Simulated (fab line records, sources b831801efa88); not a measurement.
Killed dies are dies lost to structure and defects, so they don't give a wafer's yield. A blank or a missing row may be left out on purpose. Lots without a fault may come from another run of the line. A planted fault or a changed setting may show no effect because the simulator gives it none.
fab line records | flow gf180mcu
record lots=5 wafers=15 last_day=34
route steps=602 shown M4@463 V4@476
lots that met no fault: from a run of the same line without faults
start_h: hours from the record's first day to the start of the lot's first wafer shown | wait_h: hours since the lot's step before | " the same as in the row above | L1.1+2: a row that stands for several wafers | - no value, or no start given | * or withheld: withheld | < > ~ a bound
route shown NAME@n: a module of which the file shows steps, and the number in the route of the first | usual: mean/standard deviation of fault-free wafers | same: alike in all rows | chamber/n: place in a boat | sites: the reading at each site | _std_site: their standard deviation | _edge_site: outer sites' mean less inner sites' | radius_mm: how far each site lies from the wafer's centre | mask NAME#n: copy n | behind: the tool/chamber that last shaped the wafer | hold: why the lot was held/for how many hours/how that ended | device: the transistor (n, p or np) that didn't switch | end of line: the same wafers' tests at the end of the route | a step without rows: its recipe alone | killed: dies lost to structure and defects at the first sort, not the wafer's yield | map: a wafer's dies, x killed, . not, _ none there
set.NAME: the setting as run; set.NAME@STEP: as run at that earlier step | model.NAME: the simulator's own value behind a step, which no gauge read
lots at some steps of the route; a table a step, a row a wafer
services: from which hour (start_h, from the record's first day; less than 0 if before it) a tool's chamber was out of use, for how many hours, and why
## steps
# step GF_M4_DEHYDRATE_07
# recipe temp_c=200 time_s=60
# usual chill_plate_temp_C=23.01/0.1
# same time_s=60
# columns lot.wafer tool chamber start_h wait_h chill_plate_temp_C
L080.1 litho_track-02 0 570.11 10.1 22.91
L080.2 " 0 " " 22.93
L080.5 " 0 " " 22.89
L085.3 litho_track-02 0 619.61 9.5 23.10
L085.4 " 0 " " 23.02
L085.6 " 0 " " 23.23
L089.2 litho_track-03 0 650.37 8.9 23.00
L089.3 " 0 " " 23.07
L089.4 " 0 " " 23.01
L091.1 litho_track-03 0 672.94 9.3 23.04
L091.3 " 0 " " 23.02
L091.5 " 0 " " 22.94
L097.2 litho_track-01 0 703.54 9.1 23.03
L097.4 " 0 " " 23.10
L097.6 " 0 " " 23.07
# step GF_M4_HMDS_08
# recipe prime_time_s=60 prime_temp_c=120
# usual chill_plate_temp_C=22.98/0.094
# columns lot.wafer tool chamber start_h wait_h chill_plate_temp_C
L080.1 litho_track-02 0 570.26 0.1 22.99
L080.2 " 0 " " 22.87
L080.5 " 0 " " 22.82
L085.3 litho_track-02 0 619.76 0.1 22.80
L085.4 " 0 " " 22.95
L085.6 " 0 " " 23.04
L089.2 litho_track-03 0 650.52 0.1 22.87
L089.3 " 0 " " 22.91
L089.4 " 0 " " 22.80
L091.1 litho_track-03 0 673.09 0.1 23.09
L091.3 " 0 " " 23.04
L091.5 " 0 " " 23.12
L097.2 litho_track-01 0 703.69 0.1 23.04
L097.4 " 0 " " 23.00
L097.6 " 0 " " 23.05
# step GF_M4_COAT_09
# recipe resist=KrF spin_rpm=withheld resist_thk_nm=1000
# usual chill_plate_temp_C=23.02/0.11
# columns lot.wafer tool chamber start_h wait_h chill_plate_temp_C
L080.1 litho_track-02 0 570.41 0.1 23.10
L080.2 " 0 " " 23.08
L080.5 " 0 " " 23.10
L085.3 litho_track-02 0 619.91 0.1 22.87
L085.4 " 0 " " 22.84
L085.6 " 0 " " 22.74
L089.2 litho_track-03 0 650.67 0.1 23.06
L089.3 " 0 " " 22.98
L089.4 " 0 " " 23.01
L091.1 litho_track-03 0 673.24 0.1 23.07
L091.3 " 0 " " 23.13
L091.5 " 0 " " 22.98
L097.2 litho_track-01 0 703.84 0.1 23.25
L097.4 " 0 " " 23.30
L097.6 " 0 " " 23.09
# step GF_M4_SOFTBAKE_10
# recipe temp_c=130 time_s=60 resist=KrF
# usual chill_plate_temp_C=23.02/0.11
# same time_s=60
# columns lot.wafer tool chamber start_h wait_h chill_plate_temp_C
L080.1 litho_track-02 0 570.56 0.1 23.05
L080.2 " 0 " " 23.04
L080.5 " 0 " " 23.11
L085.3 litho_track-02 0 620.06 0.1 23.01
L085.4 " 0 " " 23.21
L085.6 " 0 " " 22.98
L089.2 litho_track-03 0 650.82 0.1 22.92
L089.3 " 0 " " 22.88
L089.4 " 0 " " 22.98
L091.1 litho_track-03 0 673.39 0.1 22.85
L091.3 " 0 " " 22.94
L091.5 " 0 " " 22.98
L097.2 litho_track-01 0 703.99 0.1 23.19
L097.4 " 0 " " 23.00
L097.6 " 0 " " 23.03
# step GF_M4_EXPOSE_11
# recipe mask_id=Metal4 target_cd_nm=280 na=0.68 source_shape=conventional sigma_outer=0.6 dose_mj=27.61
# usual reticle_temp_C=23.01/0.12
# columns lot.wafer tool chamber start_h wait_h mask reticle_temp_C
L080.1 krf_scanner-01 0 - - Metal4#0 23.14
L080.2 " 0 " " Metal4#0 22.93
L080.5 " 0 " " Metal4#0 23.04
L085.3 krf_scanner-01 0 - - Metal4#0 23.06
L085.4 " 0 " " Metal4#0 23.20
L085.6 " 0 " " Metal4#0 23.06
L089.2 krf_scanner-01 0 - - Metal4#0 23.08
L089.3 " 0 " " Metal4#0 23.19
L089.4 " 0 " " Metal4#0 23.04
L091.1 krf_scanner-02 0 - - Metal4#0 22.90
L091.3 " 0 " " Metal4#0 22.92
L091.5 " 0 " " Metal4#0 23.13
L097.2 krf_scanner-02 0 - - Metal4#0 22.94
L097.4 " 0 " " Metal4#0 22.84
L097.6 " 0 " " Metal4#0 22.81
# step GF_M4_PEB_12
# recipe peb_temp_c=135 peb_time_s=90 resist=KrF
# usual chill_plate_temp_C=23.01/0.096
# columns lot.wafer tool chamber start_h wait_h chill_plate_temp_C
L080.1 litho_track-02 0 - - 22.99
L080.2 " 0 " " 23.11
L080.5 " 0 " " 22.90
L085.3 litho_track-03 0 - - 23.06
L085.4 " 0 " " 23.18
L085.6 " 0 " " 22.95
L089.2 litho_track-01 0 - - 23.05
L089.3 " 0 " " 22.98
L089.4 " 0 " " 23.15
L091.1 litho_track-02 0 - - 22.85
L091.3 " 0 " " 22.90
L091.5 " 0 " " 22.96
L097.2 litho_track-03 0 - - 23.08
L097.4 " 0 " " 23.05
L097.6 " 0 " " 23.05
# step GF_M4_DEVELOP_13
# recipe develop_time_s=60 dev_temp_c=21
# usual chill_plate_temp_C=23.00/0.1
# columns lot.wafer tool chamber start_h wait_h chill_plate_temp_C
L080.1 litho_track-02 0 580.91 0.2 22.94
L080.2 " 0 " " 23.11
L080.5 " 0 " " 23.04
L085.3 litho_track-03 0 630.14 0.1 23.00
L085.4 " 0 " " 22.93
L085.6 " 0 " " 23.00
L089.2 litho_track-01 0 660.14 0.2 22.87
L089.3 " 0 " " 22.91
L089.4 " 0 " " 22.86
L091.1 litho_track-02 0 682.71 0.2 22.96
L091.3 " 0 " " 23.06
L091.5 " 0 " " 22.88
L097.2 litho_track-03 0 712.82 0.2 22.95
L097.4 " 0 " " 22.97
L097.6 " 0 " " 22.96
# step GF_M4_CD_MEAS_14
# recipe target_cd_nm=280
# usual cd_nm=280.1/1.4
# columns lot.wafer tool chamber start_h wait_h cd_nm
L080.1 cd_sem-02 - 581.06 0.1 280.4
L080.2 " - " " 280.1
L080.5 " - " " 280.2
L085.3 cd_sem-02 - 630.28 0.1 281.9
L085.4 " - " " 279.8
L085.6 " - " " 280.3
L089.2 cd_sem-02 - 660.28 0.1 279.5
L089.3 " - " " 280.8
L089.4 " - " " 281.3
L091.1 cd_sem-02 - 682.86 0.1 281.7
L091.3 " - " " 280.9
L091.5 " - " " 280.9
L097.2 cd_sem-01 - 712.96 0.1 279.9
L097.4 " - " " 279.6
L097.6 " - " " 279.6
# step GF_M4_OVL_MEAS_15
# usual M4_OVL=0/5.6
# columns lot.wafer tool chamber start_h wait_h M4_OVL[nm]
L080.1 overlay-02 - 581.18 0.1 9
L080.2 " - " " 10
L080.5 " - " " 12
L085.3 overlay-02 - 630.37 0.1 -6
L085.4 " - " " 1
L085.6 " - " " 0
L089.2 overlay-01 - 660.39 0.1 0
L089.3 " - " " 3
L089.4 " - " " 2
L091.1 overlay-01 - 682.98 0.1 -4
L091.3 " - " " -3
L091.5 " - " " 0
L097.2 overlay-02 - 713.07 0.1 -2
L097.4 " - " " -10
L097.6 " - " " -13
# step GF_M4_METAL_ETCH_16
# recipe chemistry=Cl2/BCl3 mask_material=KrF target_depth_nm=750.8 stop_on=SiO2 pressure_mtorr=8 icp_w=800 bias_w=140 Cl2_flow_sccm=80 bcl3_flow_sccm=40 time_s=125.1
# usual chamber_pressure_mTorr=7.999/0.0074 drypump_motor_current_A=6.0/0.46 he_backside_leak_sccm=3.28/0.23 oes_product_au=0.993/0.0056 throttle_valve_pct=28.225/0.0084
# same time_s=125.1
# columns lot.wafer tool chamber start_h wait_h chamber_pressure_mTorr drypump_motor_current_A he_backside_leak_sccm oes_product_au rf_hours_counter_h throttle_valve_pct
L080.1 rie_metal-04 0 581.22 0.0 8.015 6.6 3.54 0.992 8 28.215
L080.2 " 1 " " 8.000 6.3 3.73 0.996 1 28.230
L080.5 " 1 " " 8.010 6.3 3.80 0.992 - 28.219
L085.3 rie_metal-04 0 630.44 0.1 7.998 6.6 3.49 0.993 - 28.233
L085.4 " 1 " " 8.010 6.3 3.55 0.989 - 28.230
L085.6 " 0 " " 7.988 6.6 3.42 1.004 - 28.230
L089.2 rie_metal-04 0 660.42 0.0 8.002 6.6 3.29 1.003 11 28.225
L089.3 " 0 " " 7.997 6.6 3.17 1.009 - 28.222
L089.4 " 1 " " 8.004 6.3 3.60 0.999 - 28.218
L091.1 rie_metal-02 0 683.02 0.0 7.999 5.8 3.01 0.988 14 28.219
L091.3 " 1 " " 8.002 5.2 2.78 1.000 - 28.226
L091.5 " 0 " " 7.999 5.8 3.04 0.988 - 28.231
L097.2 rie_metal-02 1 713.10 0.0 7.998 5.3 3.10 0.987 1 28.236
L097.4 " 1 " " 8.011 5.2 3.23 0.991 - 28.228
L097.6 " 0 " " 8.001 5.8 3.05 0.980 - 28.233
# step GF_M4_STRIP_17
# recipe chemistry=O2/N2 power_w=1400 pressure_mtorr=1500 platen_temp_c=250 o2_flow_sccm=3000 n2_flow_sccm=300 overash_fraction=0.5
# usual chamber_pressure_mTorr=1500.0/1.3 drypump_motor_current_A=5.98/0.22 heater_power_w=358/43 o2_flow_sccm=3000/8.7 oes_product_au=0.536/0.0048 strip_time_to_endpoint_s=7.33/0.055
# columns lot.wafer tool chamber start_h wait_h chamber_pressure_mTorr drypump_motor_current_A heater_power_w o2_flow_sccm oes_product_au rf_hours_counter_h strip_time_to_endpoint_s
L080.1 plasma_asher-01 0 581.35 0.1 1501.5 5.89 409 3004 0.538 15 7.28
L080.2 " 1 " " 1500.4 5.54 372 2995 0.541 15 7.28
L080.5 " 0 " " 1499.1 5.91 406 3010 0.537 - 7.32
L085.3 plasma_asher-01 1 630.56 0.1 1501.6 5.53 367 2984 0.536 - 7.29
L085.4 " 0 " " 1501.2 5.83 415 2988 0.534 - 7.30
L085.6 " 0 " " 1500.2 5.82 407 2999 0.533 - 7.26
L089.2 plasma_asher-02 1 660.55 0.1 1499.8 6.07 309 2995 0.525 58 7.26
L089.3 " 1 " " 1501.0 6.12 309 3003 0.537 - 7.24
L089.4 " 0 " " 1500.3 5.94 307 2988 0.542 - 7.30
L091.1 plasma_asher-02 0 683.15 0.1 1500.8 5.92 319 2997 0.533 61 7.38
L091.3 " 0 " " 1500.4 5.92 321 2994 0.536 - 7.35
L091.5 " 1 " " 1498.5 6.12 309 2991 0.536 - 7.38
L097.2 plasma_asher-04 0 713.23 0.1 1500.6 6.24 418 3004 0.531 106 7.35
L097.4 " 1 " " 1501.7 6.03 321 2985 0.538 - 7.35
L097.6 " 1 " " 1497.2 6.06 324 3003 0.541 - 7.42
# step GF_M4_STRIP_18
# recipe chemistry=post_etch_residue_remover time_s=1200 temp_c=72.5
# usual bath_guard_temp_C=72.6/0.53
# same time_s=1200
# columns lot.wafer tool chamber start_h wait_h bath_guard_temp_C
L080.1 wet_bench-02 0 581.45 0.1 72.1
L080.2 " 0 " " 71.9
L080.5 " 0 " " 72.4
L085.3 wet_bench-04 3 630.63 0.0 72.9
L085.4 " 3 " " 72.7
L085.6 " 3 " " 72.5
L089.2 wet_bench-03 1 660.65 0.1 71.5
L089.3 " 1 " " 71.8
L089.4 " 1 " " 71.2
L091.1 wet_bench-03 3 683.25 0.1 72.2
L091.3 " 3 " " 72.3
L091.5 " 3 " " 72.1
L097.2 wet_bench-04 2 713.33 0.1 72.4
L097.4 " 2 " " 72.3
L097.6 " 2 " " 72.6
# step GF_M4_CLEAN_19
# recipe chemistry=DIW dry=n2_spin
# columns lot.wafer tool chamber start_h wait_h
L080.1+2+5 wet_bench-04 2 581.82 0.0
L085.3+4+6 wet_bench-02 0 630.97 0.0
L089.2+3+4 wet_bench-04 2 660.99 0.0
L091.1+3+5 wet_bench-02 2 683.62 0.0
L097.2+4+6 wet_bench-02 1 713.67 0.0
# step GF_V4_CVD_00
# recipe material=SiO2 target_thk_nm=600 sigma_open_frac=0.3 temp_c=400 time_s=100 sih4_flow_sccm=60 pressure_mtorr=6
# usual sih4_flow_sccm=60.00/0.17
# same time_s=100
# columns lot.wafer tool chamber start_h wait_h sih4_flow_sccm
L080.1 hdpcvd-01 2 581.92 0.0 59.93
L080.2 " 1 " " 59.92
L080.5 " 1 " " 59.92
L085.3 hdpcvd-02 0 631.06 0.0 59.51
L085.4 " 0 " " 59.88
L085.6 " 2 " " 60.25
L089.2 hdpcvd-01 1 661.09 0.0 60.12
L089.3 " 2 " " 60.21
L089.4 " 1 " " 59.99
L091.1 hdpcvd-01 1 683.71 0.0 60.30
L091.3 " 0 " " 60.23
L091.5 " 1 " " 59.96
L097.2 hdpcvd-01 1 713.76 0.0 60.10
L097.4 " 1 " " 60.03
L097.6 " 2 " " 59.95
# step GF_V4_THK_MEAS_01
# recipe reads=SiO2_of_V4_CVD_00
# usual V4_CVD_00_THK=597/5.6
# columns lot.wafer tool chamber start_h wait_h V4_CVD_00_THK[nm]
L080.1 film_metro-03 - 581.99 0.0 597
L080.2 " - " " 596
L080.5 " - " " 597
L085.3 film_metro-04 - 631.15 0.1 594
L085.4 " - " " 583
L085.6 " - " " 601
L089.2 film_metro-04 - 661.21 0.1 595
L089.3 " - " " 597
L089.4 " - " " 595
L091.1 film_metro-01 - 683.78 0.0 602
L091.3 " - " " 597
L091.5 " - " " 603
L097.2 film_metro-01 - 713.84 0.0 597
L097.4 " - " " 598
L097.6 " - " " 588
# step GF_V4_CVD_02
# recipe material=SiO2 target_thk_nm=850 precursor=TEOS temp_c=400 time_s=94.851 rf_w=600
# usual heater_power_w=654/96
# same time_s=94.851
# columns lot.wafer tool chamber start_h wait_h heater_power_w
L080.1 pecvd-02 1 582.05 0.1 548
L080.2 " 0 " " 601
L080.5 " 2 " " 732
L085.3 pecvd-04 1 631.19 0.0 750
L085.4 " 2 " " 836
L085.6 " 0 " " 486
L089.2 pecvd-04 0 661.26 0.0 468
L089.3 " 1 " " 691
L089.4 " 1 " " 725
L091.1 pecvd-02 1 683.84 0.1 608
L091.3 " 2 " " 748
L091.5 " 0 " " 716
L097.2 pecvd-04 2 713.89 0.0 710
L097.4 " 0 " " 443
L097.6 " 1 " " 721
# step GF_V4_THK_MEAS_03
# recipe reads=SiO2_of_V4_CVD_02
# usual V4_CVD_02_THK=850/12
# columns lot.wafer tool chamber start_h wait_h V4_CVD_02_THK[nm]
L080.1 film_metro-01 - 582.12 0.0 851
L080.2 " - " " 867
L080.5 " - " " 867
L085.3 film_metro-04 - 631.28 0.1 850
L085.4 " - " " 869
L085.6 " - " " 857
L089.2 film_metro-03 - 661.34 0.0 844
L089.3 " - " " 850
L089.4 " - " " 860
L091.1 film_metro-03 - 683.91 0.0 842
L091.3 " - " " 838
L091.5 " - " " 860
L097.2 film_metro-04 - 713.97 0.0 846
L097.4 " - " " 848
L097.6 " - " " 867
# step GF_V4_CMP_04
# recipe material=SiO2 down_force_psi=4 platen_rpm=60 pad_velocity_m_s=0.94248
# usual motor_current_A=12.0/0.89 time_to_endpoint_s=78/5.3
# columns lot.wafer tool chamber start_h wait_h motor_current_A time_to_endpoint_s
L080.2 cmp-01 2 582.28 0.1 12.4 73
L080.1 " 3 " " 11.4 71
L080.5 " 0 " " 12.1 85
L085.3 cmp-02 2 631.45 0.2 12.3 80
L085.4 " 0 " " 12.9 88
L085.6 " 2 " " 11.7 86
L089.2 cmp-02 0 661.39 0.0 12.5 78
L089.3 " 1 " " 10.6 82
L089.4 " 3 " " 13.7 80
L091.3 cmp-01 3 683.97 0.0 12.3 74
L091.1 " 1 " " 12.4 74
L091.5 " 0 " " 12.3 88
L097.2 cmp-01 2 714.02 0.0 12.3 73
L097.4 " 3 " " 11.0 73
L097.6 " 3 " " 11.8 80
# step GF_V4_BOW_MEAS_05
# recipe mode=bow
# usual V4_BOW=130/8.6
# columns lot.wafer tool chamber start_h wait_h V4_BOW[um]
L080.1 film_metro-04 - 582.48 0.1 124
L080.2 " - " " 133
L080.5 " - " " 121
L085.3 film_metro-01 - 631.79 0.3 130
L085.4 " - " " 134
L085.6 " - " " 136
L089.2 film_metro-03 - 661.71 0.3 138
L089.3 " - " " 129
L089.4 " - " " 139
L091.1 film_metro-01 - 684.27 0.1 118
L091.3 " - " " 112
L091.5 " - " " 128
L097.2 film_metro-04 - 714.34 0.3 126
L097.4 " - " " 134
L097.6 " - " " 126
# step GF_V4_DEHYDRATE_06
# recipe temp_c=200 time_s=60
# usual chill_plate_temp_C=23.01/0.1
# same time_s=60
# columns lot.wafer tool chamber start_h wait_h chill_plate_temp_C
L080.1 litho_track-01 0 592.81 10.3 23.01
L080.2 " 0 " " 23.15
L080.5 " 0 " " 22.84
L085.3 litho_track-04 0 640.39 8.6 23.02
L085.4 " 0 " " 22.97
L085.6 " 0 " " 23.07
L089.2 litho_track-02 0 670.74 9.0 23.02
L089.3 " 0 " " 23.03
L089.4 " 0 " " 23.06
L091.1 litho_track-02 0 692.86 8.6 22.97
L091.3 " 0 " " 22.92
L091.5 " 0 " " 23.12
L097.2 litho_track-01 0 722.54 8.2 23.19
L097.4 " 0 " " 23.03
L097.6 " 0 " " 22.83
# step GF_V4_HMDS_07
# recipe prime_time_s=60 prime_temp_c=120
# usual chill_plate_temp_C=23.01/0.097
# columns lot.wafer tool chamber start_h wait_h chill_plate_temp_C
L080.1 litho_track-01 0 592.96 0.1 22.96
L080.2 " 0 " " 22.99
L080.5 " 0 " " 22.97
L085.3 litho_track-04 0 640.54 0.1 23.02
L085.4 " 0 " " 22.96
L085.6 " 0 " " 23.04
L089.2 litho_track-02 0 670.89 0.1 23.14
L089.3 " 0 " " 22.96
L089.4 " 0 " " 22.96
L091.1 litho_track-02 0 693.01 0.1 22.98
L091.3 " 0 " " 23.10
L091.5 " 0 " " 23.11
L097.2 litho_track-01 0 722.69 0.1 22.94
L097.4 " 0 " " 22.98
L097.6 " 0 " " 22.88
# step GF_V4_COAT_08
# recipe resist=BARC temp_c=withheld time_s=withheld spin_rpm=withheld resist_thk_nm=withheld
# usual chill_plate_temp_C=*
# columns lot.wafer tool chamber start_h wait_h chill_plate_temp_C
L080.1 litho_track-01 0 593.11 0.1 *
L080.2 " 0 " " *
L080.5 " 0 " " *
L085.3 litho_track-04 0 640.69 0.1 *
L085.4 " 0 " " *
L085.6 " 0 " " *
L089.2 litho_track-02 0 671.04 0.1 *
L089.3 " 0 " " *
L089.4 " 0 " " *
L091.1 litho_track-02 0 693.16 0.1 *
L091.3 " 0 " " *
L091.5 " 0 " " *
L097.2 litho_track-01 0 722.84 0.1 *
L097.4 " 0 " " *
L097.6 " 0 " " *
# step GF_V4_COAT_09
# recipe resist=KrF spin_rpm=withheld resist_thk_nm=1000
# usual chill_plate_temp_C=22.98/0.094
# columns lot.wafer tool chamber start_h wait_h chill_plate_temp_C
L080.1 litho_track-01 0 - - 22.80
L080.2 " 0 " " 22.76
L080.5 " 0 " " 22.85
L085.3 litho_track-04 0 - - 23.10
L085.4 " 0 " " 23.09
L085.6 " 0 " " 23.05
L089.2 litho_track-02 0 - - 22.85
L089.3 " 0 " " 22.98
L089.4 " 0 " " 22.91
L091.1 litho_track-02 0 - - 22.98
L091.3 " 0 " " 22.96
L091.5 " 0 " " 22.94
L097.2 litho_track-01 0 - - 22.99
L097.4 " 0 " " 22.90
L097.6 " 0 " " 23.11
# step GF_V4_SOFTBAKE_10
# recipe temp_c=130 time_s=60 resist=KrF
# usual chill_plate_temp_C=22.98/0.11
# same time_s=60
# columns lot.wafer tool chamber start_h wait_h chill_plate_temp_C
L080.1 litho_track-01 0 - - 22.98
L080.2 " 0 " " 23.14
L080.5 " 0 " " 23.02
L085.3 litho_track-04 0 - - 22.98
L085.4 " 0 " " 23.07
L085.6 " 0 " " 23.07
L089.2 litho_track-02 0 - - 22.99
L089.3 " 0 " " 22.84
L089.4 " 0 " " 22.86
L091.1 litho_track-02 0 - - 23.09
L091.3 " 0 " " 23.13
L091.5 " 0 " " 23.09
L097.2 litho_track-01 0 - - 22.85
L097.4 " 0 " " 23.09
L097.6 " 0 " " 22.91
# step GF_V4_EXPOSE_11
# recipe mask_id=Via4 target_cd_nm=260 na=0.68 source_shape=conventional sigma_outer=0.6 dose_mj=38
# usual reticle_temp_C=23.00/0.12
# columns lot.wafer tool chamber start_h wait_h mask reticle_temp_C
L080.1 krf_scanner-01 0 - - Via4#0 23.07
L080.2 " 0 " " Via4#0 23.10
L080.5 " 0 " " Via4#0 22.98
L085.3 krf_scanner-02 0 - - Via4#0 22.84
L085.4 " 0 " " Via4#0 22.97
L085.6 " 0 " " Via4#0 23.16
L089.2 krf_scanner-01 0 - - Via4#0 23.06
L089.3 " 0 " " Via4#0 23.03
L089.4 " 0 " " Via4#0 22.79
L091.1 krf_scanner-01 0 - - Via4#0 22.84
L091.3 " 0 " " Via4#0 22.90
L091.5 " 0 " " Via4#0 22.99
L097.2 krf_scanner-02 0 - - Via4#0 22.90
L097.4 " 0 " " Via4#0 22.84
L097.6 " 0 " " Via4#0 22.94
# step GF_V4_PEB_12
# recipe peb_temp_c=135 peb_time_s=90 resist=KrF
# usual chill_plate_temp_C=23.03/0.1
# columns lot.wafer tool chamber start_h wait_h chill_plate_temp_C
L080.1 litho_track-04 0 - - 23.14
L080.2 " 0 " " 23.20
L080.5 " 0 " " 23.02
L085.3 litho_track-02 0 - - 23.04
L085.4 " 0 " " 23.14
L085.6 " 0 " " 22.94
L089.2 litho_track-01 0 - - 23.13
L089.3 " 0 " " 22.99
L089.4 " 0 " " 23.12
L091.1 litho_track-04 0 - - 22.96
L091.3 " 0 " " 23.05
L091.5 " 0 " " 23.08
L097.2 litho_track-04 0 - - 22.87
L097.4 " 0 " " 22.81
L097.6 " 0 " " 22.85
## services
# columns tool chamber start_h hours kind
cmp-01 - 549.98 8.9 pm
krf_scanner-01 - 552.62 3.6 pm
krf_scanner-02 - 562.75 1.1 repair
cmp-01 - 572.00 4.0 pm
cmp-02 - 587.50 1.1 repair
krf_scanner-02 - 593.97 0.3 repair
cmp-02 - 602.02 6.0 pm
cmp-01 - 627.92 12.9 pm
krf_scanner-01 - 636.11 1.3 pm
cmp-02 - 641.93 0.5 repair
hdpcvd-01 0 657.85 6.1 repair
wet_bench-02 - 659.72 1.8 repair
krf_scanner-02 - 663.04 0.8 pm
cmp-01 - 675.06 2.6 repair
pecvd-04 2 677.86 27.1 repair
krf_scanner-02 - 681.59 1.0 pm
krf_scanner-02 - 682.59 1.3 pm
krf_scanner-01 - 688.47 1.0 pm
cmp-01 - 694.84 1.6 repair
cmp-01 - 700.89 1.0 repair
krf_scanner-01 - 707.38 0.8 pm
krf_scanner-02 - 716.33 0.3 repair
pecvd-04 - 717.61 0.6 repair
krf_scanner-02 - 724.84 3.6 pm
## key
fault none
